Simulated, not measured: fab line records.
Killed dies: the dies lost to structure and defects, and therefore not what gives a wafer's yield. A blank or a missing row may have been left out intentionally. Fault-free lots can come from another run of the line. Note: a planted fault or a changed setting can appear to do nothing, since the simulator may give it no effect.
fab line records    flow sfq-line
record lots=5  wafers=15  last-day=90
route steps=325 shown M3@122 I3@133
lots untouched by any fault: they come from a run of this same line in which no faults occurred
start-h: hours from the record's first day to the start of the lot's first wafer shown    wait-h: hours from the lot's prior step to this one    " as in the row above    L1.1+2: one row covering several wafers at once    - either no value or no given start    * or withheld: withheld    < > ~ a bound
route shown NAME@n: NAME is a module with steps in the file, n the number in the route of the first one    usual: the fault-free wafers' mean and standard deviation    same: alike in all rows    chamber/n: place in a boat    sites: per-site readings    _std_site: how widely they spread, as a standard deviation    _edge_site: the outer-site mean with the inner-site mean subtracted    radius-mm: how far each site lies from the wafer's centre    mask NAME#n: copy n    behind: the tool/chamber that last shaped the wafer    hold: cause of the lot's hold/its duration in hours/its outcome    device: transistor that didn't switch, given as n, p or np    end of line: tests run on the same wafers once the route is complete    for a step that has no rows: nothing shown but its recipe    killed: count of dies lost to structure and defects at first sort (not the wafer's yield)    map: a wafer's dies, x killed, . not, _ none there
set.NAME: the setting as run; set.NAME@STEP: as run at that earlier step    model.NAME: the simulator's own value behind a step, which no gauge read
certain route steps with their lots: each step a table, each wafer a row
services: from which hour (start-h, from the record's first day; less than 0 if before it) a tool's chamber was out of use, for how many hours, and why
## steps
# step SFQ_TRILAYER_M3_LITHO_COAT_080
# recipe resist=BARC  spin-rpm=3000  resist-thk-nm=62
# usual exhaust-pa=45.0/0.89  spin-speed-rpm=3000.1/1.9
lot.wafer  tool            chamber  start-h  wait-h  exhaust-pa  spin-speed-rpm
L079.2     litho-track-03  0        758.99   0.1     46.0        3003.8
L079.5     "               0        "        "       45.6        3002.1
L079.6     "               0        "        "       46.1        3005.0
L082.1     litho-track-04  0        801.82   0.1     45.5        3000.6
L082.2     "               0        "        "       44.5        2998.0
L082.5     "               0        "        "       43.7        2999.0
L085.1     litho-track-03  0        871.47   0.1     45.4        2999.9
L085.3     "               0        "        "       45.8        3000.3
L085.4     "               0        "        "       43.4        3000.4
L088.2     litho-track-04  0        920.65   0.1     45.3        3000.6
L088.5     "               0        "        "       45.5        2997.1
L088.6     "               0        "        "       45.2        2998.1
L093.2     litho-track-02  0        1091.80  0.1     45.5        2999.0
L093.3     "               0        "        "       45.3        2998.3
L093.6     "               0        "        "       43.6        3002.4
# step SFQ_TRILAYER_M3_LITHO_COAT_075
# recipe resist=KrF  spin-rpm=3000  resist-thk-nm=600
# usual exhaust-pa=44.9/0.87  spin-speed-rpm=2999.9/2.1
lot.wafer  tool            chamber  start-h  wait-h  exhaust-pa  spin-speed-rpm
L079.2     litho-track-03  0        759.29   0.2     45.2        3000.7
L079.5     "               0        "        "       45.1        3000.5
L079.6     "               0        "        "       44.5        3000.9
L082.1     litho-track-04  0        802.12   0.2     45.3        2994.8
L082.2     "               0        "        "       42.4        2998.9
L082.5     "               0        "        "       43.2        2995.4
L085.1     litho-track-03  0        871.77   0.2     45.7        3001.1
L085.3     "               0        "        "       45.0        2997.6
L085.4     "               0        "        "       44.8        3002.2
L088.2     litho-track-04  0        920.95   0.2     45.1        2999.5
L088.5     "               0        "        "       45.1        2996.2
L088.6     "               0        "        "       45.2        2997.6
L093.2     litho-track-02  0        1092.10  0.2     42.9        3001.8
L093.3     "               0        "        "       44.0        3003.6
L093.6     "               0        "        "       44.3        3001.3
# step SFQ_TRILAYER_M3_LITHO_SOFTBAKE_079
# recipe temp-c=withheld  time-s=withheld  resist=KrF
# usual exhaust-pa=45.0/0.85
lot.wafer  tool            chamber  start-h  wait-h  exhaust-pa
L079.2     litho-track-03  0        759.56   0.2     45.2
L079.5     "               0        "        "       45.7
L079.6     "               0        "        "       44.6
L082.1     litho-track-04  0        802.42   0.2     45.2
L082.2     "               0        "        "       46.0
L082.5     "               0        "        "       45.1
L085.1     litho-track-03  0        872.07   0.2     43.3
L085.3     "               0        "        "       43.9
L085.4     "               0        "        "       43.2
L088.2     litho-track-04  0        921.22   0.2     44.9
L088.5     "               0        "        "       44.6
L088.6     "               0        "        "       45.8
L093.2     litho-track-02  0        1092.37  0.2     45.4
L093.3     "               0        "        "       46.1
L093.6     "               0        "        "       43.3
# step SFQ_TRILAYER_M3_LITHO_EXPOSE_076
# recipe mask-id=M3  na=0.6  source-shape=conventional  sigma-outer=0.65  target-cd-nm=500  dose-mj=14.4
lot.wafer   tool            chamber  start-h  wait-h  mask
L079.2+5+6  krf-scanner-01  0        914.26   -       M3#0
L082.1+2+5  krf-scanner-02  0        953.65   -       M3#0
L085.1+3+4  krf-scanner-01  0        1011.29  -       M3#0
L088.2+5+6  krf-scanner-01  0        1051.51  -       M3#0
L093.2+3+6  krf-scanner-01  0        1092.70  -       M3#0
# step SFQ_TRILAYER_M3_LITHO_PEB_078
# recipe peb-temp-c=115  peb-time-s=60  resist=KrF
# usual exhaust-pa=44.9/0.89
lot.wafer  tool            chamber  start-h  wait-h  exhaust-pa
L079.2     litho-track-04  0        915.29   0.8     45.2
L079.5     "               0        "        "       45.1
L079.6     "               0        "        "       43.9
L082.1     litho-track-02  0        954.85   1.0     45.4
L082.2     "               0        "        "       45.1
L082.5     "               0        "        "       45.8
L085.1     litho-track-03  0        1012.49  1.0     45.4
L085.3     "               0        "        "       44.2
L085.4     "               0        "        "       46.0
L088.2     litho-track-02  0        1052.54  0.8     43.4
L088.5     "               0        "        "       45.2
L088.6     "               0        "        "       44.7
L093.2     litho-track-02  0        1093.72  0.8     44.0
L093.3     "               0        "        "       44.2
L093.6     "               0        "        "       44.4
# step SFQ_TRILAYER_M3_LITHO_DEVELOP_077
# recipe time-s=60  resist=KrF
# usual exhaust-pa=45.1/0.83
lot.wafer  tool            chamber  start-h  wait-h  exhaust-pa
L079.2     litho-track-04  0        915.44   0.1     44.9
L079.5     "               0        "        "       45.0
L079.6     "               0        "        "       44.9
L082.1     litho-track-02  0        955.00   0.1     45.2
L082.2     "               0        "        "       43.7
L082.5     "               0        "        "       45.8
L085.1     litho-track-03  0        1012.64  0.1     45.1
L085.3     "               0        "        "       43.9
L085.4     "               0        "        "       44.8
L088.2     litho-track-02  0        1052.69  0.1     45.9
L088.5     "               0        "        "       44.2
L088.6     "               0        "        "       46.5
L093.2     litho-track-02  0        1093.87  0.1     45.0
L093.3     "               0        "        "       44.7
L093.6     "               0        "        "       44.9
# step SFQ_M3_OVL_MEAS_921
# usual M3_OVL=-3/4.7
lot.wafer  tool        chamber  start-h  wait-h  M3_OVL[nm]
L079.2     overlay-01  -        915.57   0.1     -12
L079.5     "           -        "        "       -14
L079.6     "           -        "        "       -10
L082.1     overlay-01  -        955.15   0.1     -11
L082.2     "           -        "        "       -6
L082.5     "           -        "        "       -11
L085.1     overlay-01  -        1012.79  0.1     -13
L085.3     "           -        "        "       -7
L085.4     "           -        "        "       -6
L088.2     overlay-02  -        1052.82  0.1     -3
L088.5     "           -        "        "       -1
L088.6     "           -        "        "       -3
L093.2     overlay-02  -        1094.01  0.1     -4
L093.3     "           -        "        "       5
L093.6     "           -        "        "       -4
# step SFQ_TRILAYER_M3_BARC_OPEN_METAL_ETCH_100
# recipe mask-material=PR  chemistry=O2  target-depth-nm=125  target=BARC  icp-w=600  bias-w=78.62  pressure-mtorr=10  time-s=41.7
# usual chamber-pressure-mTorr=10.001/0.0093  drypump-motor-current-A=5.8/0.4  oes-product-au=0.685/0.0044
lot.wafer  tool          chamber  start-h  wait-h  chamber-pressure-mTorr  drypump-motor-current-A  oes-product-au  rf-hours-counter-h
L079.2     rie-metal-03  1        915.60   0.0     10.010                  6.0                      0.674           92
L079.5     "             1        "        "       10.002                  6.0                      0.685           -
L079.6     "             0        "        "       9.979                   6.1                      0.687           -
L082.1     rie-metal-03  1        955.18   0.0     9.981                   6.0                      0.690           98
L082.2     "             0        "        "       9.983                   6.1                      0.692           13
L082.5     "             0        "        "       9.994                   6.1                      0.682           -
L085.1     rie-metal-03  0        1012.82  0.0     10.004                  6.1                      0.686           21
L085.3     "             0        "        "       9.994                   6.1                      0.684           -
L085.4     "             0        "        "       10.012                  6.1                      0.684           -
L088.2     rie-metal-02  1        1052.85  0.0     9.995                   5.4                      0.678           87
L088.5     "             0        "        "       9.984                   6.3                      0.685           -
L088.6     "             1        "        "       10.005                  5.4                      0.685           -
L093.2     rie-metal-04  0        1094.04  0.0     9.999                   5.1                      0.695           56
L093.3     "             0        "        "       10.002                  5.1                      0.690           -
L093.6     "             0        "        "       9.989                   5.1                      0.694           -
# step SFQ_TRILAYER_M3_ETCH_METAL_ETCH_078
# recipe target=Nb  stop-on=SiO2  mask-material=PR  chemistry=Cl2/Ar  target-depth-nm=240  icp-w=600  bias-w=80  pressure-mtorr=10  time-s=120
# usual chamber-pressure-mTorr=10.001/0.011  drypump-motor-current-A=5.8/0.4  oes-product-au=0.893/0.0061
lot.wafer  tool          chamber  start-h  wait-h  chamber-pressure-mTorr  drypump-motor-current-A  oes-product-au  rf-hours-counter-h
L079.2     rie-metal-03  1        915.66   0.0     9.997                   6.0                      0.905           92
L079.5     "             1        "        "       9.994                   6.0                      0.897           -
L079.6     "             0        "        "       9.996                   6.1                      0.901           -
L082.1     rie-metal-03  1        955.24   0.0     10.000                  6.0                      0.889           98
L082.2     "             0        "        "       10.010                  6.1                      0.898           13
L082.5     "             0        "        "       10.011                  6.1                      0.895           -
L085.1     rie-metal-03  0        1012.94  0.1     10.002                  6.1                      0.888           21
L085.3     "             0        "        "       9.984                   6.1                      0.896           -
L085.4     "             0        "        "       9.985                   6.1                      0.901           -
L088.2     rie-metal-02  1        1052.91  0.0     10.005                  5.4                      0.901           87
L088.5     "             0        "        "       9.990                   6.3                      0.905           -
L088.6     "             1        "        "       10.027                  5.4                      0.899           -
L093.2     rie-metal-04  0        1094.10  0.0     10.023                  5.1                      0.896           56
L093.3     "             0        "        "       9.988                   5.1                      0.892           -
L093.6     "             0        "        "       9.995                   5.1                      0.891           -
# step SFQ_TRILAYER_M3_STRIP_STRIP_079
# recipe gas=O2  power-w=200  platen-temp-c=40  overash-fraction=0.65  chemistry=O2  pressure-mtorr=50
# usual chamber-pressure-mTorr=50.00/0.045  drypump-motor-current-A=5.8/0.39  oes-product-au=1.000/0.0085
lot.wafer  tool          chamber  start-h  wait-h  chamber-pressure-mTorr  drypump-motor-current-A  oes-product-au  rf-hours-counter-h
L079.2     rie-metal-03  1        915.78   0.1     50.03                   6.0                      1.003           92
L079.5     "             1        "        "       50.02                   6.0                      0.998           -
L079.6     "             0        "        "       50.04                   6.1                      1.005           -
L082.1     rie-metal-03  1        955.37   0.1     50.04                   6.0                      1.005           98
L082.2     "             0        "        "       49.99                   6.1                      1.005           13
L082.5     "             0        "        "       50.04                   6.1                      1.008           -
L085.1     rie-metal-03  0        1013.19  0.2     49.92                   6.1                      1.013           21
L085.3     "             0        "        "       49.96                   6.1                      1.000           -
L085.4     "             0        "        "       49.99                   6.1                      1.017           -
L088.2     rie-metal-02  1        1053.03  0.1     50.02                   5.4                      1.006           87
L088.5     "             0        "        "       49.89                   6.3                      0.977           -
L088.6     "             1        "        "       50.04                   5.4                      1.002           -
L093.2     rie-metal-04  0        1094.22  0.1     49.92                   5.1                      1.002           56
L093.3     "             0        "        "       49.96                   5.1                      1.008           -
L093.6     "             0        "        "       50.05                   5.1                      1.003           -
# step SFQ_TRILAYER_M3_STRIP_SOLV_CLEAN_080
# recipe chemistry=NMP  temp-c=70  time-s=600
# usual bath-heat-duty-pct=14.0/1.5
lot.wafer  tool          chamber  start-h  wait-h  bath-heat-duty-pct
L079.2     wet-bench-03  3        916.38   0.4     14.7
L079.5     "             0        "        "       12.4
L079.6     "             2        "        "       11.9
L082.1     wet-bench-03  5        955.97   0.4     13.8
L082.2     "             7        "        "       13.5
L082.5     "             0        "        "       12.9
L085.1     wet-bench-01  2        1014.39  1.0     13.8
L085.3     "             0        "        "       15.7
L085.4     "             7        "        "       11.8
L088.2     wet-bench-01  3        1053.63  0.4     13.7
L088.5     "             0        "        "       14.8
L088.6     "             5        "        "       13.3
L093.2     wet-bench-01  7        1094.82  0.4     12.3
L093.3     "             6        "        "       13.9
L093.6     "             2        "        "       14.2
# step SFQ_TRILAYER_I3_DEP_PECVD_081
# recipe material=SiO2  temp-c=150  time-s=111.11  pressure-torr=2.4  rf-w=183.3  precursor=SiH4/N2O  target-thk-nm=500
# usual chamber-pressure-Torr=2.399/0.0054  heater-power-w=76/14  throttle-valve-pct=24.9/0.75
lot.wafer  tool      chamber  start-h  wait-h  chamber-pressure-Torr  heater-power-w  throttle-valve-pct
L079.2     pecvd-02  0        916.56   0.0     2.396                  79              24.0
L079.5     "         2        "        "       2.397                  82              24.2
L079.6     "         0        "        "       2.403                  64              24.2
L082.1     pecvd-02  2        956.32   0.0     2.396                  85              24.3
L082.2     "         0        "        "       2.398                  63              24.1
L082.5     "         2        "        "       2.392                  67              24.3
L085.1     pecvd-04  1        1014.57  0.0     2.402                  68              25.8
L085.3     "         0        "        "       2.404                  54              25.0
L085.4     "         0        "        "       2.395                  57              25.1
L088.2     pecvd-04  2        1053.81  0.0     2.397                  90              24.9
L088.5     "         2        "        "       2.395                  90              25.1
L088.6     "         0        "        "       2.396                  63              24.9
L093.2     pecvd-02  1        1095.00  0.0     2.411                  56              23.8
L093.3     "         0        "        "       2.399                  76              24.5
L093.6     "         0        "        "       2.397                  64              24.5
# step SFQ_TRILAYER_I3_CMP_CMP_082
# recipe material=SiO2  down-force-psi=3  platen-rpm=60  pad-velocity-m-s=0.94248
# usual motor-current-A=10.0/1.3  time-to-endpoint-s=216/5.6
lot.wafer  tool    chamber  start-h  wait-h  motor-current-A  time-to-endpoint-s
L079.2     cmp-02  3        938.64   22.0    8.5              214
L079.6     "       3        940.64   24.0    8.9              216
L079.5     "       0        "        "       10.1             221
L082.1     cmp-01  0        975.89   19.5    8.2              215
L082.2     "       1        "        "       9.3              223
L082.5     "       1        978.39   22.0    9.0              217
L085.4     cmp-01  3        1020.89  6.2     8.5              222
L085.3     "       0        "        "       8.3              212
L085.1     "       1        "        "       9.5              217
L088.2     cmp-01  2        1056.71  2.9     12.1             209
L088.5     "       1        1058.21  4.3     9.3              226
L088.6     "       2        "        "       12.5             216
L093.2     cmp-01  3        1096.16  1.1     8.6              219
L093.3     "       0        "        "       8.8              219
L093.6     "       2        1097.66  2.6     11.4             221
# step SFQ_I3_BOW_MEAS_922
# recipe mode=bow
# usual I3_BOW=3/9.2
lot.wafer  tool           chamber  start-h  wait-h  I3_BOW[um]
L079.2     film-metro-02  -        941.66   2.5     -4
L079.5     "              -        "        "       -3
L079.6     "              -        "        "       4
L082.1     film-metro-02  -        978.89   2.5     -1
L082.2     "              -        "        "       2
L082.5     "              -        "        "       -1
L085.1     film-metro-01  -        1023.89  1.5     0
L085.3     "              -        "        "       2
L085.4     "              -        "        "       -10
L088.2     film-metro-02  -        1059.23  2.0     -30
L088.5     "              -        "        "       -14
L088.6     "              -        "        "       -11
L093.2     film-metro-04  -        1098.18  1.5     7
L093.3     "              -        "        "       7
L093.6     "              -        "        "       6
# step SFQ_TRILAYER_I3_METRO_MEASURE_083
# usual thk-nm=200.4/0.88
lot.wafer  tool           chamber  start-h  wait-h  thk-nm
L079.2     film-metro-02  -        941.96   0.3     199.4
L079.5     "              -        "        "       200.1
L079.6     "              -        "        "       200.5
L082.1     film-metro-02  -        979.01   0.1     200.8
L082.2     "              -        "        "       201.0
L082.5     "              -        "        "       201.3
L085.1     film-metro-01  -        1024.01  0.1     200.9
L085.3     "              -        "        "       201.0
L085.4     "              -        "        "       201.4
L088.2     film-metro-02  -        1059.53  0.3     199.1
L088.5     "              -        "        "       199.1
L088.6     "              -        "        "       199.5
L093.2     film-metro-04  -        1098.48  0.3     200.7
L093.3     "              -        "        "       201.3
L093.6     "              -        "        "       200.3
# step SFQ_TRILAYER_I3_VIA_LITHO_COAT_090
# recipe resist=BARC  spin-rpm=3000  resist-thk-nm=62
# usual exhaust-pa=45.1/0.79  spin-speed-rpm=3000.2/1.9
lot.wafer  tool            chamber  start-h  wait-h  exhaust-pa  spin-speed-rpm
L079.2     litho-track-01  0        943.01   0.8     45.2        3000.9
L079.5     "               0        "        "       44.1        2998.3
L079.6     "               0        "        "       43.3        2996.5
L082.1     litho-track-01  0        980.21   1.0     45.5        2999.8
L082.2     "               0        "        "       44.8        2999.3
L082.5     "               0        "        "       45.3        3002.6
L085.1     litho-track-03  0        1025.30  1.1     44.4        3000.6
L085.3     "               0        "        "       44.3        2998.1
L085.4     "               0        "        "       43.6        2999.3
L088.2     litho-track-04  0        1060.58  0.8     44.5        2997.6
L088.5     "               0        "        "       45.4        2999.1
L088.6     "               0        "        "       45.3        2996.3
L093.2     litho-track-04  0        1099.53  0.8     45.8        3001.0
L093.3     "               0        "        "       45.5        3001.6
L093.6     "               0        "        "       44.6        2998.4
## services
tool            chamber  start-h  hours  kind
cmp-01          -        746.64   0.4    repair
cmp-01          -        756.38   0.2    repair
krf-scanner-01  -        763.37   0.8    pm
cmp-01          -        779.47   2.8    repair
cmp-01          -        783.25   2.6    repair
cmp-01          -        795.38   1.3    repair
krf-scanner-01  -        806.22   1.3    pm
krf-scanner-01  -        815.08   0.1    repair
krf-scanner-01  -        820.40   2.9    repair
krf-scanner-01  -        823.31   3.6    pm
rie-metal-03    -        837.94   2.4    repair
krf-scanner-01  -        844.86   1.0    pm
rie-metal-03    -        852.75   1.3    repair
krf-scanner-01  -        855.46   1.0    pm
cmp-01          -        862.44   0.6    repair
cmp-01          -        877.24   7.4    repair
cmp-01          -        905.13   0.6    repair
rie-metal-03    0        905.28   3.3    repair
cmp-01          -        914.68   4.0    pm
cmp-01          -        917.96   2.2    repair
krf-scanner-01  -        932.06   0.8    pm
rie-metal-03    -        932.83   0.8    repair
krf-scanner-01  -        944.12   4.4    pm
rie-metal-03    1        1005.37  17.1   repair
## key
fault none
